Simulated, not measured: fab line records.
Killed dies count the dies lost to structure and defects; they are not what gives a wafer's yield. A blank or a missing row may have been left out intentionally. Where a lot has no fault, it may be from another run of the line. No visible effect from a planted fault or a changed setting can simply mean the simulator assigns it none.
2 desks looking at one fault :: flow gf180mcu :: each desk holds nothing but its own numbers, with what lay behind them at the end

== AT THE TOOL OWNER'S DESK: rie diel-04 ==
The tool's own readings at GF_PASSIVATION_ETCH_11 (etches the open film in CF4/O2, stops on TiN, target depth 2040 nm, time 453.3 s): means of the sampled wafers that have a number, for each lot that ran on this tool. Any lot whose mean is over 4 standard deviations away from the usual mean is out of limits and marked OUT; that distance is given in the brackets.
Columns: A = drypump motor current A at GF_PASSIVATION_ETCH_11, usual 5.6 A; B = oes product au at GF_PASSIVATION_ETCH_11, usual 0.988 a.u.; C = run length s at GF_PASSIVATION_ETCH_11, usual 481.7 s; D = throttle valve pct at GF_PASSIVATION_ETCH_11, usual 5.967 %
lot: L325
first seen here: day 29 16:03
A: 5.4
B: 0.986
C: 481.8
D: 5.960

lot: L327
first seen here: day 29 23:09
A: 5.5
B: 0.983
C: 481.7
D: 5.975

lot: L329
first seen here: day 30 10:12
A: 5.5
B: 0.958 (-4.9) OUT
C: 508.4 (+50) OUT
D: 5.958

lot: L330
first seen here: day 30 14:54
A: 5.5
B: 0.953 (-5.8) OUT
C: 508.2 (+49) OUT
D: 5.959

lot: L345
first seen here: day 34 10:21
A: 5.4
B: 0.985
C: 481.7
D: 5.962
Finding of this desk: L329, L330 out of limits; the first was L329 at day 30 10:12, on oes product au at GF_PASSIVATION_ETCH_11. L325, L327, L345 stayed within limits.

== AT THE METROLOGY DESK ==
Means of the sampled wafers that have a number, per lot and without regard to the tool the lot ran on: this is what the gauges read. Any lot whose mean is over 4 standard deviations away from the usual mean is out of limits and marked OUT; that distance is given in the brackets.
Columns: A = cd nm at GF_V4_CD_MEAS_14, usual 260.7 nm; B = V5_OVL at GF_V5_OVL_MEAS_15, usual -4 nm
lot: L324
first seen here: day 24 04:52
A: 259.0
B: -3

lot: L326
first seen here: day 25 04:22
A: 259.8
B: -9

lot: L325
first seen here: day 25 06:04
A: 261.2
B: -2

lot: L327
first seen here: day 25 14:02
A: 259.4
B: -5

lot: L329
first seen here: day 26 00:35
A: 261.5
B: -0

lot: L330
first seen here: day 26 07:20
A: 260.1
B: 1

lot: L342
first seen here: day 30 04:55
A: 260.6
B: -8

lot: L343
first seen here: day 30 13:10
A: 260.9
B: -13

lot: L344
first seen here: day 30 16:56
A: 261.0
B: -5

lot: L345
first seen here: day 30 19:01
A: 258.9
B: -5

lot: L346
first seen here: day 30 21:49
A: 262.0
B: -5

lot: L347
first seen here: day 31 07:07
A: 259.1
B: -1
Finding of this desk: none of the 12 lots has anything out of limits.

== BROUGHT TOGETHER ==
On L329, L330, at day 30 10:12, an alarm was possible from the tool owner's desk.
Metrology desk: nothing out of limits seen.
The metrology desk holds a record of L329, L330, inside its limits.
GF_PASSIVATION_ETCH_11 was run on rie diel-04 by each of the lots named.

== WHAT THE SIMULATOR PUT IN ==
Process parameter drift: rie diel-04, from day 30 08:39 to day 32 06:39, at GF_PASSIVATION_ETCH_11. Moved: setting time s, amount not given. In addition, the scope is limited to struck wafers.
Lots struck among those shown: L329, L330.
Hours from the fault's start to each desk's first reading out of limits: the tool owner's desk, 2.
